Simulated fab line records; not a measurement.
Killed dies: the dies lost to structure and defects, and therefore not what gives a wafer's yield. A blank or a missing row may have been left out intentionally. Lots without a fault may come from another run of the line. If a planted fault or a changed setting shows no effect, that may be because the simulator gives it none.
What tool caused it? | flow gf180mcu | 34 wafers from 12 lots sampled at 5 of the route's 602 steps

WHAT THE GAUGES READ, wafer by wafer
GF_DNWELL_TW_MEAS_09. Usual: DNWELL_TW typically reads 1354, with standard deviation 16.
lot  | measured    | on            | DNWELL_TW      | flag
L160 | day 2 17:05 | film-metro-04 | 1357 1354 1355 |
L161 | day 3 00:59 | film-metro-04 | 1384 1380 1380 |
L162 | day 3 05:13 | film-metro-01 | 1337 1335 1334 |
L163 | day 3 10:28 | film-metro-01 | 1331 1336 1341 |
L170 | day 5 00:10 | film-metro-01 | 1442 1342      |
L171 | day 5 06:17 | film-metro-01 | 1435 1334      |
L174 | day 5 19:54 | film-metro-01 | 1340 1336 1338 |
L175 | day 6 05:40 | film-metro-02 | 1374 1371 1365 |
L176 | day 6 08:45 | film-metro-04 | 1364 1368 1366 |
L178 | day 6 15:22 | film-metro-02 | 1371 1370 1368 |
L179 | day 7 02:23 | film-metro-01 | 1354 1343 1355 |
L183 | day 7 20:12 | film-metro-01 | 1340 1335 1350 |

GF_MVPSD_TW_MEAS_11. Usual: MVPSD_TW typically reads 560.2, with standard deviation 2.9.
lot  | measured     | on            | MVPSD_TW          | flag
L160 | day 5 00:10  | film-metro-03 | 562.9 564.2 560.8 |
L161 | day 5 07:19  | film-metro-04 | 564.0 558.1 557.8 |
L162 | day 5 14:05  | film-metro-04 | 560.4 559.1 558.9 |
L163 | day 5 18:24  | film-metro-04 | 560.0 560.3 558.6 |
L170 | day 7 11:53  | film-metro-04 | 558.4 559.2       |
L171 | day 7 19:23  | film-metro-02 | 557.6 560.6       |
L174 | day 8 10:17  | film-metro-02 | 561.2 561.3 561.9 |
L175 | day 8 22:52  | film-metro-02 | 562.7 559.7 562.2 |
L176 | day 9 01:20  | film-metro-02 | 560.2 556.0 557.8 |
L178 | day 9 08:18  | film-metro-04 | 557.7 559.9 557.2 |
L179 | day 9 21:46  | film-metro-03 | 554.6 559.8 554.9 |
L183 | day 10 18:49 | film-metro-03 | 564.7 564.1 560.1 |

GF_NSD_TW_MEAS_12. Usual: NSD_TW typically reads 4283, with standard deviation 31.
lot  | measured     | on            | NSD_TW         | flag
L160 | day 13 06:57 | film-metro-03 | 4303 4307 4298 |
L161 | day 13 15:00 | film-metro-04 | 4264 4265 4259 |
L162 | day 14 01:21 | film-metro-03 | 4295 4301 4299 |
L163 | day 14 05:23 | film-metro-04 | 4294 4313 4298 |
L170 | day 16 18:21 | film-metro-03 | 4222 4267      |
L171 | day 17 00:33 | film-metro-04 | 4287 4260      |
L174 | day 18 04:06 | film-metro-04 | 4306 4267 4303 |
L175 | day 18 17:02 | film-metro-04 | 4300 4308 4293 |
L176 | day 18 21:25 | film-metro-04 | 4278 4280 4265 |
L178 | day 19 12:11 | film-metro-04 | 4283 4276 4301 |
L179 | day 20 10:01 | film-metro-03 | 4296 4318 4327 |
L183 | day 21 10:16 | film-metro-01 | 4242 4253 4274 |

EACH LOT AND THE TOOL THAT RAN IT (in order: tool; ch and the chambers of the sampled wafers; start)
lot  | GF_DNWELL_IMPLANT_07           | GF_POLY_GATE_ETCH_12
L160 | implanter-03 ch 0, day 2 16:50 | rie-diel-03 ch 0,1, day 9 03:32
L161 | implanter-03 ch 0, day 3 00:46 | rie-diel-02 ch 0,1,3, day 9 10:53
L162 | implanter-01 ch 0, day 3 04:58 | rie-diel-03 ch 0,3, day 9 19:44
L163 | implanter-02 ch 0, day 3 10:13 | rie-diel-02 ch 0,1, day 10 01:35
L170 | implanter-02 ch 0, day 4 23:55 | rie-diel-04 ch 0,1, day 12 05:10
L171 | implanter-02 ch 0, day 5 06:03 | rie-diel-03 ch 0,1, day 12 11:10
L174 | implanter-03 ch 0, day 5 19:42 | rie-diel-03 ch 0,1,3, day 13 06:55
L175 | implanter-01 ch 0, day 6 05:25 | rie-diel-02 ch 0,1,3, day 13 21:08
L176 | implanter-01 ch 0, day 6 08:30 | rie-diel-03 ch 0,1, day 13 23:52
L178 | implanter-01 ch 0, day 6 15:07 | rie-diel-04 ch 0,2,3, day 14 12:50
L179 | implanter-01 ch 0, day 7 02:08 | rie-diel-03 ch 0,1,3, day 15 04:25
L183 | implanter-01 ch 0, day 7 19:58 | rie-diel-02 ch 0,1,3, day 16 01:53
- GF_DNWELL_IMPLANT_07
- GF_POLY_GATE_ETCH_12: etches BARC in N2/H2.

WHAT THE TOOLS THEMSELVES READ (means of the sampled wafers that have a number; where no wafer has one, the mark that the record gives instead)
GF_DNWELL_IMPLANT_07. Usual: beam-on-s 9.98 s, standard deviation 0.2; faraday-current-uA 56.5, standard deviation 1.1.
lot  | tool         | beam-on-s (s) | faraday-current-uA | flag
L160 | implanter-03 | 9.98          | 56.4               |
L161 | implanter-03 | 9.92          | 57.0               |
L162 | implanter-01 | 9.87          | 57.0               |
L163 | implanter-02 | 10.08         | 55.9               |
L170 | implanter-02 | 11.21         | 51.3               | OFF
L171 | implanter-02 | 11.33         | 50.5               | OFF
L174 | implanter-03 | 10.09         | 56.0               |
L175 | implanter-01 | 9.88          | 56.9               |
L176 | implanter-01 | 10.01         | 56.3               |
L178 | implanter-01 | 9.90          | 56.9               |
L179 | implanter-01 | 9.96          | 56.7               |
L183 | implanter-01 | 10.25         | 55.1               |

GF_POLY_GATE_ETCH_12. Usual: drypump-motor-current-A 5.8 A, standard deviation 0.3; h2-flow-sccm 200.0 sccm, standard deviation 0.53; oes-product-au 0.735 a.u., standard deviation 0.0043; rf-fwd-power-W 495.9 W, standard deviation 1.9; throttle-valve-pct 13.216 %, standard deviation 0.0092.
lot  | tool        | drypump-motor-current-A (A) | h2-flow-sccm (sccm) | oes-product-au (a.u.) | rf-fwd-power-W (W) | throttle-valve-pct (%) | flag
L160 | rie-diel-03 | 5.8                         | 200.2               | 0.736                 | 497.6              | 13.215                 |
L161 | rie-diel-02 | 5.9                         | 199.7               | 0.737                 | 495.7              | 13.215                 |
L162 | rie-diel-03 | 5.7                         | 199.7               | 0.740                 | 495.7              | 13.218                 |
L163 | rie-diel-02 | 6.1                         | 199.9               | 0.736                 | 496.2              | 13.220                 |
L170 | rie-diel-04 | 5.7                         | 199.3               | 0.734                 | 495.2              | 13.214                 |
L171 | rie-diel-03 | 5.8                         | 200.2               | 0.736                 | 496.4              | 13.216                 |
L174 | rie-diel-03 | 5.7                         | 200.4               | 0.731                 | 496.7              | 13.223                 |
L175 | rie-diel-02 | 5.9                         | 200.0               | 0.734                 | 496.6              | 13.216                 |
L176 | rie-diel-03 | 5.8                         | 200.5               | 0.736                 | 496.6              | 13.215                 |
L178 | rie-diel-04 | 5.6                         | 199.6               | 0.735                 | 495.8              | 13.212                 |
L179 | rie-diel-03 | 5.7                         | 200.2               | 0.734                 | 497.0              | 13.216                 |
L183 | rie-diel-02 | 5.9                         | 199.5               | 0.737                 | 497.1              | 13.218                 |

THE ANSWER, worked out from the rows above alone
Rule: take the mean of a lot's wafers that have a number; if it is more than 3 standard deviations from the usual mean, the lot is off. A lot without any number at a reading at which 4 lots or more have one is off too. All remaining lots with rows at the step are treated as sound. First the gauges in route order, then the tools' own readings, where a lot's mean is used as printed above. The first step at which some lot is off is used, and at that step the reading that is off furthest; a lot without a number counts as furthest.
Off at GF_DNWELL_IMPLANT_07 (beam-on-s): L170, L171.
If a tool, at that step or one of the process steps before it, ran each lot that is off and ran no sound lot following the first of them, it fits. One fits: implanter-02 at GF_DNWELL_IMPLANT_07. A fault onset in the window from L163 (day 3 10:13, its last sound lot) to L170 (day 4 23:55, its first lot off) fits.
The tool's own readings at GF_DNWELL_IMPLANT_07 bear it out: on the lots that are off they differ by more than 5 times the standard deviation of the sound lots' means. beam-on-s reads 11.27 s there against 9.99 s on the sound lots; faraday-current-uA reads 50.9 there against 56.4 on the sound lots.

WHAT THE SIMULATOR HAD INSERTED
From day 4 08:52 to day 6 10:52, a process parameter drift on implanter-02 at GF_DNWELL_IMPLANT_07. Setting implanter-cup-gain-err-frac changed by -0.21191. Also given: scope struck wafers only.
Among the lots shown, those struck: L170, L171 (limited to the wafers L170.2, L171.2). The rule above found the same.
